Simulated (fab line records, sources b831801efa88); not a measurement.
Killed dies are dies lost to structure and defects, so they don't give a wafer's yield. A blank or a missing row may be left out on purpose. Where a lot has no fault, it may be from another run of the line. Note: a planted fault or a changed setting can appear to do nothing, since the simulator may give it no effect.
Comparing a struck lot with a sound one -- flow gf180mcu -- 14 out of 602 route steps
Sound: wafers L206.2, L206.3, L206.5. Wafers L210.1, L210.2, L210.5 were the ones struck. At the end, the cause is stated.
At each step with rows: each side's tool, then ch and its chambers, then its first start. Under that, the readings that differ: sound wafers -- struck wafers -- difference of the means -- sigmas: that difference in standard deviations of wafers without a fault.
alike: readings with means less than 2 such deviations apart, plus words and numbers identical on both sides. not compared: withheld readings, readings lacking a value on some wafer, bounds such as >300 that could conceal the same value, and numbers that have no deviation in the record and whose values overlap.
A row with sigmas, a row that says differs or no value, or rows on one side alone: a step with any of these is where the two part. Non-overlapping numbers with no deviation appear without sigmas and do not part them. A reading that every wafer of one side lacks parts them only if that side has two wafers or more.

GF_V5_THK_MEAS_01:
  sound on film_metro-04 at day 31 14:14; struck on film_metro-03 at day 32 13:19
  alike: V5_CVD_00_THK
GF_V5_CVD_02: deposits SiO2 from TEOS, target thk 1450 nm, time 163.28 s.
  sound on pecvd-04 ch 0,1,2, day 31 14:17; struck on pecvd-04 ch 0,2, day 32 13:23
  alike: heater_power_w
GF_V5_THK_MEAS_03:
  sound on film_metro-04 at day 31 14:23; struck on film_metro-01 at day 32 13:29
  alike: V5_CVD_02_THK
GF_V5_CMP_04: polishes SiO2.
  sound on cmp-01 ch 0,1,3, day 31 14:34; struck on cmp-01 ch 0,2,3, day 32 13:39
  alike: motor_current_A
GF_V5_BOW_MEAS_05:
  sound on film_metro-04 at day 31 14:50; struck on film_metro-03 at day 32 13:51
  alike: V5_BOW
then, 7 steps without rows for these wafers: GF_V5_DEHYDRATE_06 (time 60 s); GF_V5_HMDS_07 (prime time 60 s); GF_V5_COAT_08; GF_V5_COAT_09 (resist thk 1000 nm); GF_V5_SOFTBAKE_10 (time 60 s); GF_V5_EXPOSE_11 (exposes mask Via5, target cd 260 nm); GF_V5_PEB_12 (peb time 90 s).
GF_V5_DEVELOP_13: develop time 60 s.
  struck on litho_track-02, day 33 05:53; sound on litho_track-02 ch 0, day 32 07:55
  no value came back on the struck wafers for chill_plate_temp_C (C), develop_time_s (s), exhaust_pa (Pa); on the sound wafers chill_plate_temp_C (C) reads 22.84 22.79 22.92
reading,sound,struck,difference,sigmas
model.KrF_of_V5_COAT_09.thk_nm (nm),982.7 982.9 977.8,1005 1004 1004,+23,
GF_V5_CD_MEAS_14: target cd 260 nm.
  sound on cd_sem-01 at day 32 08:08; struck on cd_sem-02 at day 33 06:02
reading,sound,struck,difference,sigmas
cd_nm (nm),261.4 261.7 262.0,- - -,no value on the struck wafers,

## WHERE THEY PART
First at GF_V5_DEVELOP_13; last, within this record, at GF_V5_CD_MEAS_14.

WHY: what the simulator had put in
Whole step skipped at GF_V5_DEVELOP_13 on litho_track-02, starting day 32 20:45. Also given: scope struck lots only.
